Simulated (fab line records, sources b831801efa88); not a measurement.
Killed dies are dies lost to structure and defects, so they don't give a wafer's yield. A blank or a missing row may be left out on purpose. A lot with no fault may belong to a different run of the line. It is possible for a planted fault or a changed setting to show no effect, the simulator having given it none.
fab line records ; flow sky130
record: lots: 13; wafers: 39; last-day: 50
route steps=708 shown DNWELL@43 NWELL@79 VT_ADJUST_HVTP@96 VT_ADJUST_LVTN@117
lots that met no fault: taken from a fault-free run of the same line
start-h: hours from the record's first day to the start of the lot's first wafer shown ; wait-h: how many hours have passed since the lot's step before this one ; " the same as in the row above ; L1.1+2: a single row standing in for several wafers ; - either no value or no given start ; * or withheld: withheld ; < > ~ a bound
route shown NAME@n: names a module that has steps shown in the file, with the first one's number in the route ; usual: the fault-free wafers' mean and standard deviation ; same: alike in all rows ; chamber/n: place in a boat ; sites: per-site readings ; _std_site: the standard deviation of these ; _edge_site: inner sites' mean taken away from outer sites' mean ; radius-mm: how far each site lies from the wafer's centre ; mask NAME#n: copy n ; behind: the most recent tool/chamber to have shaped the wafer ; hold: why the lot went on hold/how many hours it stayed there/how the hold came to an end ; device: whichever transistor did not switch (one of n, p or np) ; end of line: tests run on the same wafers once the route is complete ; for a step that has no rows: nothing shown but its recipe ; killed: the dies lost at the first sort to structure and to defects; this is not the yield of the wafer ; map: a wafer's dies, x killed, . not, _ none there
set.NAME: the run value of the setting; set.NAME@STEP: its run value at that earlier step ; model.NAME: the simulator's own value behind a step, which no gauge read
steps of the route over a sample of lots; a table a step, a row a wafer
services: a tool's chamber out of use, with start hour (start-h, from the record's first day; less than 0 if before it), hours out, and reason
== steps ==
step: SKY_DNWELL_STRIP_08
recipe: chemistry: O2/N2; power-w: 1400; pressure-mtorr: 1500; platen-temp-c: withheld; o2-flow-sccm: 3000; n2-flow-sccm: 300; overash-fraction: 0.5
usual: drypump-motor-current-A: 5.31/0.19; o2-flow-sccm: 3000/8.9; oes-product-au: 0.723/0.0044; strip-time-to-endpoint-s: 36.94/0.11
lot.wafer;tool;chamber;start-h;wait-h;drypump-motor-current-A;o2-flow-sccm;oes-product-au;rf-hours-counter-h;strip-time-to-endpoint-s
L759.1;plasma-asher-04;0;50.68;0.1;5.43;2992;0.729;23;37.02
L759.2;plasma-asher-04;1;50.68;0.1;4.93;2999;0.723;23;37.01
L759.3;plasma-asher-04;1;50.68;0.1;4.96;3007;0.726;-;37.06
L760.1;plasma-asher-04;0;59.69;0.1;5.45;3001;0.725;24;36.71
L760.4;plasma-asher-04;0;59.69;0.1;5.44;3007;0.719;-;36.93
L760.5;plasma-asher-04;0;59.69;0.1;5.44;3001;0.719;-;36.76
L761.1;plasma-asher-02;0;65.48;0.1;5.31;3004;0.723;39;36.76
L761.3;plasma-asher-02;0;65.48;0.1;5.31;2996;0.720;-;36.73
L761.4;plasma-asher-02;1;65.48;0.1;5.38;3001;0.722;-;36.72
L763.2;plasma-asher-03;1;73.78;0.1;5.57;3005;0.714;40;37.03
L763.3;plasma-asher-03;0;73.78;0.1;5.35;2993;0.727;-;36.99
L763.5;plasma-asher-03;1;73.78;0.1;5.55;3013;0.731;-;37.00
L764.3;plasma-asher-03;1;81.17;0.1;5.59;2994;0.720;-;37.11
L764.4;plasma-asher-03;0;81.17;0.1;5.35;3014;0.722;-;37.08
L764.5;plasma-asher-03;1;81.17;0.1;5.54;3011;0.724;-;36.98
L766.2;plasma-asher-02;1;89.84;0.1;5.36;2980;0.722;42;36.89
L766.5;plasma-asher-02;0;89.84;0.1;5.27;2991;0.726;-;37.15
L766.6;plasma-asher-02;1;89.84;0.1;5.36;3020;0.728;-;36.99
L768.3;plasma-asher-03;1;99.09;0.1;5.60;2985;0.726;-;36.89
L768.4;plasma-asher-03;0;99.09;0.1;5.37;2986;0.723;-;36.86
L768.6;plasma-asher-03;1;99.09;0.1;5.58;2995;0.725;-;36.99
L771.2;plasma-asher-03;1;118.54;0.1;5.57;2995;0.725;45;36.98
L771.3;plasma-asher-03;1;118.54;0.1;5.57;3007;0.725;-;36.94
L771.6;plasma-asher-03;1;118.54;0.1;5.58;3012;0.726;-;36.88
L776.1;plasma-asher-04;1;148.73;0.1;4.96;2992;0.725;34;37.06
L776.3;plasma-asher-04;0;148.73;0.1;5.47;3006;0.728;-;37.05
L776.4;plasma-asher-04;1;148.73;0.1;4.97;3004;0.729;-;37.11
L777.1;plasma-asher-03;1;153.74;0.1;5.56;2996;0.725;49;36.84
L777.2;plasma-asher-03;0;153.74;0.1;5.34;2991;0.724;49;36.83
L777.6;plasma-asher-03;1;153.74;0.1;5.57;3002;0.729;-;36.84
L779.1;plasma-asher-04;0;159.49;0.1;5.46;3010;0.721;35;36.77
L779.3;plasma-asher-04;0;159.49;0.1;5.43;3007;0.724;-;36.85
L779.6;plasma-asher-04;1;159.49;0.1;4.94;2996;0.725;-;36.81
L780.1;plasma-asher-02;1;165.89;0.1;5.36;2995;0.719;48;36.97
L780.4;plasma-asher-02;0;165.89;0.1;5.30;3008;0.724;-;36.74
L780.5;plasma-asher-02;0;165.89;0.1;5.31;3007;0.718;-;36.75
L781.2;plasma-asher-04;0;175.64;0.1;5.46;3002;0.718;36;37.05
L781.5;plasma-asher-04;0;175.64;0.1;5.45;3002;0.716;-;36.88
L781.6;plasma-asher-04;1;175.64;0.1;4.92;3005;0.729;-;36.94
step: SKY_NWELL_TW_MEAS_26
usual: NWELL_2_TW: 492.9/2.3
lot.wafer;tool;chamber;start-h;wait-h;NWELL_2_TW
L759.1;film-metro-02;-;101.58;0.1;492.3
L759.2;film-metro-02;-;101.58;0.1;493.3
L759.3;film-metro-02;-;101.58;0.1;493.9
L760.1;film-metro-04;-;111.51;0.1;495.1
L760.4;film-metro-04;-;111.51;0.1;492.8
L760.5;film-metro-04;-;111.51;0.1;490.9
L761.1;film-metro-02;-;119.60;0.1;493.4
L761.3;film-metro-02;-;119.60;0.1;493.7
L761.4;film-metro-02;-;119.60;0.1;490.4
L763.2;film-metro-04;-;129.52;0.1;492.4
L763.3;film-metro-04;-;129.52;0.1;493.4
L763.5;film-metro-04;-;129.52;0.1;492.5
L764.3;film-metro-01;-;135.17;0.1;499.8
L764.4;film-metro-01;-;135.17;0.1;501.1
L764.5;film-metro-01;-;135.17;0.1;498.6
L766.2;film-metro-01;-;145.69;0.1;490.6
L766.5;film-metro-01;-;145.69;0.1;494.3
L766.6;film-metro-01;-;145.69;0.1;489.9
L768.3;film-metro-01;-;155.98;0.1;492.8
L768.4;film-metro-01;-;155.98;0.1;495.4
L768.6;film-metro-01;-;155.98;0.1;492.6
L771.2;film-metro-04;-;177.66;0.1;493.6
L771.3;film-metro-04;-;177.66;0.1;498.1
L771.6;film-metro-04;-;177.66;0.1;496.3
L776.1;film-metro-02;-;210.26;0.1;494.4
L776.3;film-metro-02;-;210.26;0.1;491.1
L776.4;film-metro-02;-;210.26;0.1;491.1
L777.1;film-metro-01;-;216.23;0.1;494.4
L777.2;film-metro-01;-;216.23;0.1;493.9
L777.6;film-metro-01;-;216.23;0.1;495.9
L779.1;film-metro-02;-;222.30;0.1;493.8
L779.3;film-metro-02;-;222.30;0.1;493.4
L779.6;film-metro-02;-;222.30;0.1;495.5
L780.1;film-metro-04;-;230.15;0.1;494.8
L780.4;film-metro-04;-;230.15;0.1;493.4
L780.5;film-metro-04;-;230.15;0.1;495.1
L781.2;film-metro-01;-;240.26;0.1;489.3
L781.5;film-metro-01;-;240.26;0.1;490.6
L781.6;film-metro-01;-;240.26;0.1;491.5
step: SKY_VT_ADJUST_HVTP_TW_MEAS_11
usual: VT_ADJUST_HVTP_TW: 1349/6.2
lot.wafer;tool;chamber;start-h;wait-h;VT_ADJUST_HVTP_TW
L759.1;film-metro-01;-;120.94;0.1;1359
L759.2;film-metro-01;-;120.94;0.1;1356
L759.3;film-metro-01;-;120.94;0.1;1355
L760.1;film-metro-01;-;130.73;0.1;1352
L760.4;film-metro-01;-;130.73;0.1;1353
L760.5;film-metro-01;-;130.73;0.1;1354
L761.1;film-metro-01;-;138.64;0.1;1355
L761.3;film-metro-01;-;138.64;0.1;1359
L761.4;film-metro-01;-;138.64;0.1;1361
L763.2;film-metro-01;-;150.19;0.1;1348
L763.3;film-metro-01;-;150.19;0.1;1346
L763.5;film-metro-01;-;150.19;0.1;1343
L764.3;film-metro-04;-;155.75;0.1;1349
L764.4;film-metro-04;-;155.75;0.1;1341
L764.5;film-metro-04;-;155.75;0.1;1350
L766.2;film-metro-01;-;166.50;0.1;1351
L766.5;film-metro-01;-;166.50;0.1;1352
L766.6;film-metro-01;-;166.50;0.1;1337
L768.3;film-metro-03;-;177.00;0.1;1359
L768.4;film-metro-03;-;177.00;0.1;1353
L768.6;film-metro-03;-;177.00;0.1;1354
L771.2;film-metro-01;-;198.58;0.1;1344
L771.3;film-metro-01;-;198.58;0.1;1345
L771.6;film-metro-01;-;198.58;0.1;1347
L776.1;film-metro-03;-;232.19;0.1;1349
L776.3;film-metro-03;-;232.19;0.1;1357
L776.4;film-metro-03;-;232.19;0.1;1350
L777.1;film-metro-04;-;238.88;0.1;1349
L777.2;film-metro-04;-;238.88;0.1;1347
L777.6;film-metro-04;-;238.88;0.1;1344
L779.1;film-metro-03;-;245.73;0.1;1347
L779.3;film-metro-03;-;245.73;0.1;1346
L779.6;film-metro-03;-;245.73;0.1;1345
L780.1;film-metro-01;-;254.75;0.1;1343
L780.4;film-metro-01;-;254.75;0.1;1341
L780.5;film-metro-01;-;254.75;0.1;1336
L781.2;film-metro-03;-;264.74;0.1;1342
L781.5;film-metro-03;-;264.74;0.1;1344
L781.6;film-metro-03;-;264.74;0.1;1340
step: SKY_VT_ADJUST_LVTN_STRIP_20
recipe: chemistry: O2/N2; power-w: 1400; pressure-mtorr: 1500; platen-temp-c: withheld; o2-flow-sccm: 3000; n2-flow-sccm: 300; overash-fraction: 0.5
usual: drypump-motor-current-A: 5.36/0.17; o2-flow-sccm: 3001/9.2; oes-product-au: 0.716/0.0042; strip-time-to-endpoint-s: 14.18/0.039
lot.wafer;tool;chamber;start-h;wait-h;drypump-motor-current-A;o2-flow-sccm;oes-product-au;rf-hours-counter-h;strip-time-to-endpoint-s
L759.1;plasma-asher-03;1;159.45;0.1;5.55;2989;0.722;49;14.21
L759.2;plasma-asher-03;0;159.45;0.1;5.38;3006;0.716;49;14.20
L759.3;plasma-asher-03;0;159.45;0.1;5.35;2990;0.715;-;14.20
L760.1;plasma-asher-04;0;170.32;0.1;5.46;2995;0.713;36;14.21
L760.4;plasma-asher-04;0;170.32;0.1;5.45;2997;0.721;-;14.18
L760.5;plasma-asher-04;1;170.32;0.1;4.92;2991;0.711;-;14.15
L761.1;plasma-asher-04;0;177.85;0.1;5.41;2994;0.720;37;14.19
L761.3;plasma-asher-04;1;177.85;0.1;4.95;3008;0.718;-;14.18
L761.4;plasma-asher-04;0;177.85;0.1;5.44;3001;0.725;-;14.20
L763.2;plasma-asher-04;0;190.22;0.1;5.46;3001;0.723;38;14.25
L763.3;plasma-asher-04;1;190.22;0.1;4.94;3006;0.720;-;14.22
L763.5;plasma-asher-04;1;190.22;0.1;4.95;2998;0.719;-;14.25
L764.3;plasma-asher-03;0;196.23;0.1;5.36;3000;0.718;-;14.21
L764.4;plasma-asher-03;1;196.23;0.1;5.56;3012;0.713;-;14.16
L764.5;plasma-asher-03;0;196.23;0.1;5.36;3006;0.721;-;14.15
L766.2;plasma-asher-03;0;207.67;0.1;5.35;3005;0.715;54;14.21
L766.5;plasma-asher-03;0;207.67;0.1;5.37;3004;0.711;-;14.19
L766.6;plasma-asher-03;1;207.67;0.1;5.55;3006;0.719;-;14.22
L768.3;plasma-asher-04;1;219.40;0.1;4.95;2996;0.715;-;14.24
L768.4;plasma-asher-04;0;219.40;0.1;5.44;2999;0.717;-;14.23
L768.6;plasma-asher-04;0;219.40;0.1;5.43;3004;0.719;-;14.22
L771.2;plasma-asher-02;1;243.05;0.1;5.33;2986;0.715;55;14.17
L771.3;plasma-asher-02;0;243.05;0.1;5.29;2989;0.713;-;14.12
L771.6;plasma-asher-02;0;243.05;0.1;5.29;3000;0.716;-;14.15
L776.1;plasma-asher-03;1;280.67;0.1;5.57;3597;0.720;61;13.98
L776.3;plasma-asher-03;1;280.67;0.1;5.57;3605;0.722;-;13.99
L776.4;plasma-asher-03;0;280.67;0.1;5.38;3005;0.714;-;14.11
L777.1;plasma-asher-03;1;286.15;0.1;5.57;3609;0.720;62;14.02
L777.2;plasma-asher-03;0;286.15;0.1;5.35;3001;0.716;62;14.21
L777.6;plasma-asher-03;1;286.15;0.1;5.58;3593;0.724;-;14.01
L779.1;plasma-asher-02;1;294.32;0.1;5.37;2998;0.714;60;14.13
L779.3;plasma-asher-02;0;294.32;0.1;5.31;2998;0.716;-;14.22
L779.6;plasma-asher-02;1;294.32;0.1;5.37;2990;0.719;-;14.15
L780.1;plasma-asher-02;0;305.47;0.1;5.28;3010;0.723;61;14.16
L780.4;plasma-asher-02;1;305.47;0.1;5.34;3005;0.718;-;14.23
L780.5;plasma-asher-02;0;305.47;0.1;5.31;3012;0.714;-;14.20
L781.2;plasma-asher-02;0;314.32;0.1;5.30;3021;0.712;62;14.19
L781.5;plasma-asher-02;1;314.32;0.1;5.35;3008;0.717;-;14.13
L781.6;plasma-asher-02;0;314.32;0.1;5.32;3005;0.715;-;14.15
== services ==
tool;chamber;start-h;hours;kind
plasma-asher-03;-;92.37;1.6;repair
plasma-asher-02;-;106.92;14.6;pm
plasma-asher-04;-;277.38;2.3;repair
== key ==
first-sign: step: SKY_VT_ADJUST_LVTN_STRIP_20; reading: o2-flow-sccm; direction: up; sigmas: 65; usual: 3001; struck: 3601
effect: step: SKY_VT_ADJUST_LVTN_STRIP_20; reading: strip-time-to-endpoint-s; direction: down; sigmas: 4.6; usual: *; struck: *
met-at SKY_VT_ADJUST_LVTN_STRIP_20
struck-lots L776,L777
struck-wafers L776.1,L776.3,L777.1,L777.6
tester-left-out L776,L777
not-acting-at SKY_DNWELL_STRIP_08,SKY_NWELL_TW_MEAS_26,SKY_VT_ADJUST_HVTP_TW_MEAS_11
onset-between 207.67 280.67
fault: kind: process-parameter-drift; tool: plasma-asher-03; chamber: 1; onset-h: 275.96; steps: SKY_VT_ADJUST_LVTN_STRIP_20; channel: o2-flow-sccm; offset: 600; shape: step; end-h: 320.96; acts-in: these-recipes-only; stated: 3000
tester-left-out: of these lots the tester's yield and bins aren't shown, on N5 and GAA mostly nor the transistor test; their killed dies are dies lost to structure and defects alone, not to doping, threshold or leakage, so they don't give the yield
